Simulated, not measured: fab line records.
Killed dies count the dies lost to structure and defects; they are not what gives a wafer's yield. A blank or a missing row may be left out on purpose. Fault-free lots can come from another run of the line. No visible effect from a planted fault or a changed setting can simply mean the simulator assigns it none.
A struck lot beside a sound one / flow sky130 / 15 steps out of a route of 708
Sound: these wafers, L233.1, L233.4, L233.6. Struck: wafers L235.2, L235.5. (L235.3 of the same lot was not struck and is left out.) The cause comes at the end.
Per side, at each step with rows, come the tool, then ch with its chambers, and then its first start. Under that, the readings that differ: sound wafers / struck wafers / difference of the means / sigmas: that difference in standard deviations of wafers without a fault.
alike: readings with means less than 2 such deviations apart, plus words and numbers identical on both sides. not compared: withheld readings, readings lacking a value on some wafer, bounds such as >300 that could conceal the same value, and numbers that have no deviation in the record and whose values overlap.
A row with sigmas, a row that says differs or no value, or rows on one side alone: a step with any of these is where the two part. Non-overlapping numbers with no deviation appear without sigmas and do not part them. A reading missing from all wafers of one side parts the sides only when that side holds two or more wafers.

SKY_SD_N_OVL_MEAS_08:
  sound on overlay-01 at day 27 22:20; struck on overlay-01 at day 28 14:48
  alike: SD_N_OVL
then, 2 steps without rows for these wafers: SKY_SD_N_IMPLANT_09; SKY_SD_N_IMPLANT_10.
SKY_SD_N_STRIP_11: strips in O2/N2.
  sound on plasma asher-02 ch 0,1, day 27 22:41; struck on plasma asher-01 ch 0,1, day 28 15:08
  alike: drypump motor current A, oes product au, strip time to endpoint s
  not compared: rf hours counter h
SKY_SD_N_TW_MEAS_12:
  sound on film metro-01 at day 27 22:47; struck on film metro-04 at day 28 15:14
  alike: SD_N_TW
then, 1 step without rows for these wafers: SKY_SD_N_CLEAN_13 (cleans in SC1/SC2, time 150 s).
SKY_SD_N_RTA_14: time 2 s.
  sound on rtp anneal-02 ch 0, day 27 22:53; struck on rtp anneal-02 ch 0, day 28 15:25
  alike: lamp power pct, wafer_temp_C_max
SKY_SD_N_RS_MEAS_16: the measuring method here is four-point-probe.
  sound on film metro-04 at day 27 23:04; struck on film metro-01 at day 28 15:36
  alike: SD_N_RS
SKY_SD_N_RS_MEAS_17: the measuring method here is four-point-probe.
  sound on film metro-04 at day 27 23:11; struck on film metro-01 at day 28 15:43
  alike: SD_P_RS
SKY_SD_N_RS_MEAS_18: the measuring method here is four-point-probe.
  sound on film metro-04 at day 27 23:18; struck on film metro-01 at day 28 15:50
  alike: RES_XHIGH_RS
then, 1 step without rows for these wafers: SKY_SALICIDE_CLEAN_00 (cleans in HF-last, time 30 s).
SKY_LI_CONTACT_HDPCVD_00: deposits PSG, target thk 930 nm, time 155 s.
  sound on hdpcvd-01 ch 0,2, day 27 23:26; struck on hdpcvd-01 ch 2, day 28 15:57
reading=run length s (s); sound=183.6 182.7 182.8; struck=204.2 204.2; difference=+21.2; sigmas=+68
reading=model.PSG_of_LI_CONTACT_HDPCVD_00.thk nm (nm); sound=922.2 917.3 920.7; struck=1052 1069; difference=+140; sigmas=
SKY_LI_CONTACT_THK_MEAS_01:
  sound on film metro-01 at day 27 23:32; struck on film metro-03 at day 28 16:04
reading=LI_CONTACT_HDPCVD_THK (nm); sound=922 917 921; struck=1053 1070; difference=+142; sigmas=+12
SKY_LI_CONTACT_CMP_02: polishes PSG.
  sound on cmp-02 ch 0,1,3, day 27 23:36; struck on cmp-01 ch 1, day 28 16:10
reading=time to endpoint s (s); sound=29.7 31.8 34.4; struck=44.0 47.8; difference=+13.9; sigmas=+5
  alike: head pressure psi, motor current A
SKY_LI_CONTACT_BOW_MEAS_03:
  sound on film metro-04 at day 27 23:54; struck on film metro-01 at day 28 16:26
  alike: LI_CONTACT_BOW

WHERE THEY PART
At SKY_LI_CONTACT_HDPCVD_00 first; at SKY_LI_CONTACT_CMP_02 last (within this record only). Later steps at which nothing parts them and some readings are alike: SKY_LI_CONTACT_BOW_MEAS_03.

WHY: what the simulator had put in
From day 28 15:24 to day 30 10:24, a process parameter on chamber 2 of hdpcvd-01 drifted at SKY_LI_CONTACT_HDPCVD_00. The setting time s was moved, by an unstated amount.
